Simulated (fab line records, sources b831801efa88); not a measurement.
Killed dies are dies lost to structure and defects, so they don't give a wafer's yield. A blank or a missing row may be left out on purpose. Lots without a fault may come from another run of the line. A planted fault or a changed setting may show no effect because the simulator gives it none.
Chamber matching | flow gf180mcu | GF_STI_ETCH_14 on rie_si-02: 4 sister chambers
The step etches Si in HBr/Cl2/O2, target depth 360 nm, time 102.9 s. 4 wafers are shown with their chamber, then 8 later ones without.

WAFERS WITH THEIR CHAMBER
wafer  | chamber | drypump_motor_current_A (A)
L566.1 | 0       | 6.0
L568.1 | 3       | 6.4
L568.6 | 1       | 5.5
L573.3 | 2       | 6.7

WAFERS WITHOUT THEIR CHAMBER
wafer  | drypump_motor_current_A (A)
L573.4 | 6.0
L573.6 | 6.4
L574.4 | 5.5
L574.5 | 6.4
L574.6 | 6.0
L581.2 | 6.6
L581.4 | 6.4
L581.6 | 6.4

WHICH CHAMBER EACH WENT THROUGH
wafer  | from the rows above | in truth
L573.4 | 0                   | 0
L573.6 | 3                   | 3
L574.4 | 1                   | 1
L574.5 | 3                   | 3
L574.6 | 0                   | 0
L581.2 | 2                   | 2
L581.4 | 3                   | 3
L581.6 | 3                   | 3
Placed correctly: 8 of 8. Can't be placed from these rows: 0. Placed wrongly: 0.
How it was worked out, from the rows above alone: a wafer's distance from a chamber is the root of the sum, over the readings, of the square of ((its reading less the chamber's mean) divided by the reading's scatter). The wafer belongs to the nearest chamber; if the next one is less than 2 further off, it can't be placed. A chamber's mean is the mean of its shown wafers. The scatter: with one shown wafer a chamber, the root of the mean of the squares of how far each hidden wafer lies from its nearest shown one.
